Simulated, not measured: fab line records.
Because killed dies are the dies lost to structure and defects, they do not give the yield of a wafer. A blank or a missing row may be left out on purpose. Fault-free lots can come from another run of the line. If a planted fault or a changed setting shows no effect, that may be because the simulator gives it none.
A struck lot beside a sound one ; flow sky130 ; 14 out of 708 route steps
Sound: these wafers, L857.2, L857.4, L857.6. Struck: wafers L850.1, L850.2, L850.5. At the end, the cause is stated.
Each step with rows lists, per side, the tool, then ch with its chambers, then its first start. Under that, the readings that differ: sound wafers ; struck wafers ; difference of the means ; sigmas: that difference in standard deviations of wafers without a fault.
alike: readings with means less than 2 such deviations apart, plus words and numbers identical on both sides. not compared: withheld readings, readings lacking a value on some wafer, bounds such as >300 that could conceal the same value, and numbers that have no deviation in the record and whose values overlap.
Wherever a step has rows on one side only, a row that says differs or no value, or a row with sigmas, the two part there. When numbers do not overlap yet have no deviation, they are printed without sigmas and do not part them. A reading missing from all wafers of one side parts the sides only when that side holds two or more wafers.

SKY_FIELD_ISO_ETCH_14: etches BARC in N2/H2, stops on SiO2, time 45.9 s, target depth 60 nm.
  sound on rieDiel-02 ch 0,2,3, day 5 16:19; struck on rieDiel-02 ch 0,1,2, day 4 03:31
  alike: biasW, drypumpMotorCurrentA, oesProductAu, throttleValvePct
  not compared: rfHoursCounterH
SKY_FIELD_ISO_ETCH_15: etches the open film in CHF3/O2, stops on Si, target depth 180 nm, time 72 s.
  sound on rieDiel-02 ch 0,2,3, day 5 16:22; struck on rieDiel-02 ch 0,1,2, day 4 03:33
  alike: biasW, drypumpMotorCurrentA, oesProductAu, throttleValvePct
  not compared: rfHoursCounterH
SKY_FIELD_ISO_STRIP_16: strips in O2/N2.
  sound on plasmaAsher-04 ch 0,1, day 5 16:25; struck on plasmaAsher-04 ch 0,1, day 4 03:37
  alike: drypumpMotorCurrentA, oesProductAu, stripTimeToEndpointS
  not compared: rfHoursCounterH
SKY_FIELD_ISO_ETCH_17: etches Si in HBr/Cl2/O2, target depth 342 nm, time 97.7 s.
  sound on rieSi-02 ch 0,2,3, day 5 16:31; struck on rieSi-01 ch 0,2, day 4 03:43
  alike: biasW, drypumpMotorCurrentA, oesProductAu, throttleValvePct
  not compared: rfHoursCounterH
then, 5 steps without rows for these wafers: SKY_FIELD_ISO_WET_ETCH_18 (etches Si3N4 in H3PO4, target depth 25 nm, time 286 s); SKY_FIELD_ISO_CLEAN_19 (cleans in SC1/SC2, time 150 s); SKY_FIELD_ISO_CLEAN_20 (cleans in dHF, time 20 s); SKY_FIELD_ISO_WET_ETCH_21 (etches SiO2 in dHF, target depth 20 nm, time 400 s); SKY_FIELD_ISO_OXIDATION_22 (stabilise 600 s, purge 300 s, target thk 10 nm).
SKY_FIELD_ISO_THK_MEAS_23:
  struck on filmMetro-01, day 4 05:49; sound on filmMetro-03, day 6 02:15
  alike: FIELD_ISO_OXIDATION_01_THK
then, 1 step without rows for these wafers: SKY_FIELD_ISO_CVD_24 (deposits SiO2, target thk 595 nm, time 99.2 s).
SKY_FIELD_ISO_THK_MEAS_25:
  struck on filmMetro-03, day 4 05:56; sound on filmMetro-01, day 6 02:23
reading;sound;struck;difference;sigmas
FIELD_ISO_CVD_24_THK (nm);605 598 587;581 582 586;-14;-2
SKY_FIELD_ISO_ANNEAL_26: time 1800 s.
  sound on furnace-02 ch 0, day 6 07:51; struck on furnace-01, day 4 06:00
  no value came back on the struck wafers for spikeTcBottomC (C), spikeTcCentreC (C), spikeTcLowerC (C); on the sound wafers spikeTcBottomC (C) reads 1017.9 1017.7 1017.6
SKY_FIELD_ISO_CMP_27: polishes, stops on Si3N4, t overpolish 16 s, target thk 457.8 nm.
  sound on cmp-02 ch 0,3, day 6 09:24; struck on cmp-02 ch 0,2,3, day 4 07:30
  alike: motorCurrentA, overpolishRunS, retainingRingPressureFrac, slurryFilterDpKPa, slurryFlowMlMin, timeToEndpointS

== WHERE THEY PART ==
Earliest at SKY_FIELD_ISO_THK_MEAS_25; latest, in this record, at SKY_FIELD_ISO_ANNEAL_26. Later steps at which nothing parts them and some readings are alike: SKY_FIELD_ISO_CMP_27.

WHY: the cause the simulator had injected
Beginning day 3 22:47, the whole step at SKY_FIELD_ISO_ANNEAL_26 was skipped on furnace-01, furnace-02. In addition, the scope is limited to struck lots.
